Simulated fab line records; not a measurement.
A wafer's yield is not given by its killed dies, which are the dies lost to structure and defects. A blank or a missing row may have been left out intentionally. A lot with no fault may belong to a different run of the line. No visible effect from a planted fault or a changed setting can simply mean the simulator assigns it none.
What tool caused it? | flow sky130 | Sampling: 10 lots, 30 wafers, 3 of 708 route steps

== WHAT THE GAUGES READ, wafer by wafer ==
SKY_SD_P_OVL_MEAS_08. Usual: for SD_P_OVL the level is -0.2 nm and the standard deviation is 1.
lot  | measured     | on         | SD_P_OVL (nm)  | flag
L979 | day 27 07:28 | overlay-02 | 0.1 0.4 -0.3   | 
L980 | day 27 18:26 | overlay-02 | 0.9 -0.4 0.2   | 
L986 | day 29 16:46 | overlay-02 | -0.2 -0.9 -1.3 | 
L987 | day 30 14:37 | overlay-02 | -0.9 -0.1 -0.4 | 
L988 | day 30 15:13 | overlay-02 | 1.1 0.9 -0.5   | 
L989 | day 30 20:37 | overlay-02 | 1.6 -1.0 0.0   | 
L990 | day 31 00:14 | overlay-02 | -0.2 -1.0 -1.5 | 
L991 | day 31 15:34 | overlay-01 | 1.2 -1.7 -0.7  | 
L994 | day 32 02:47 | overlay-01 | -0.3 0.9 -0.6  | 
L997 | day 32 23:59 | overlay-02 | -1.9 0.7 0.5   | 

SKY_SD_N_RS_MEAS_16: uses a four-point probe to measure. Usual: for SD_N_RS the level is 68.56 ohm/sq and the standard deviation is 0.12.
lot  | measured     | on           | SD_N_RS (ohm/sq)  | flag
L979 | day 29 16:16 | filmMetro-03 | 68.60 68.59 68.73 | 
L980 | day 30 03:43 | filmMetro-04 | 68.59 68.63 68.55 | 
L986 | day 32 01:07 | filmMetro-03 | 68.64 68.49 68.44 | 
L987 | day 32 21:53 | filmMetro-04 | 68.68 68.44 68.56 | 
L988 | day 32 23:17 | filmMetro-04 | 68.48 68.57 68.52 | 
L989 | day 33 03:52 | filmMetro-04 | 68.45 68.52 68.56 | 
L990 | day 33 07:22 | filmMetro-04 | 68.72 68.67 68.75 | 
L991 | day 33 21:45 | filmMetro-03 | 68.55 68.68 68.66 | 
L994 | day 34 08:41 | filmMetro-04 | 68.51 68.45 68.43 | 
L997 | day 35 05:59 | filmMetro-03 | 68.52 68.46 68.55 | 

SKY_LI_CONTACT_CD_MEAS_12: target cd 170 nm. Usual: cdNm reads 169.9 nm (standard deviation 1.6).
lot  | measured     | on       | cdNm (nm)         | flag
L979 | day 30 21:14 | cdSem-01 | 170.5 172.6 170.9 | 
L980 | day 31 07:43 | cdSem-02 | 168.2 170.0 169.1 | 
L986 | day 33 04:59 | cdSem-02 | 171.5 170.4 171.1 | 
L987 | day 34 01:10 | cdSem-02 | 170.3 169.4 169.0 | 
L988 | day 34 02:55 | cdSem-01 | 170.6 171.3 171.1 | 
L989 | day 34 07:23 | cdSem-02 | 168.3 170.4 170.9 | 
L990 | day 34 10:36 | cdSem-02 | 171.0 170.1 169.8 | 
L991 | day 35 00:43 | cdSem-01 | 169.0 168.5 170.6 | 
L994 | day 35 12:10 | cdSem-01 | 170.9 170.4 170.2 | 
L997 | day 36 09:28 | cdSem-01 | 171.6 172.4 171.8 | 

== EACH LOT AND THE TOOL THAT RAN IT (in order: tool; ch and the chambers of the sampled wafers; start) ==
There is no process step in the record ahead of these readings.

== WHAT THE TOOLS THEMSELVES READ (means of the sampled wafers that have a number; where no wafer has one, the mark that the record gives instead) ==
The record holds no such reading with a usual standard deviation.

== THE ANSWER, worked out from the rows above alone ==
Rule: take the mean of a lot's wafers that have a number; if it is more than 3 standard deviations from the usual mean, the lot is off. Also off: a lot with no number at a reading for which 4 or more lots have one. Any other lot the step has rows for is counted as sound. Order of review: gauges by route order, followed by the tools' own readings, for which a lot's mean as printed above is used. The first step at which some lot is off is used, and at that step the reading that is off furthest; a lot without a number counts as furthest.
Nothing can be told from this: no lot is off at any reading shown.

== WHAT HAD BEEN PUT IN BY THE SIMULATOR ==
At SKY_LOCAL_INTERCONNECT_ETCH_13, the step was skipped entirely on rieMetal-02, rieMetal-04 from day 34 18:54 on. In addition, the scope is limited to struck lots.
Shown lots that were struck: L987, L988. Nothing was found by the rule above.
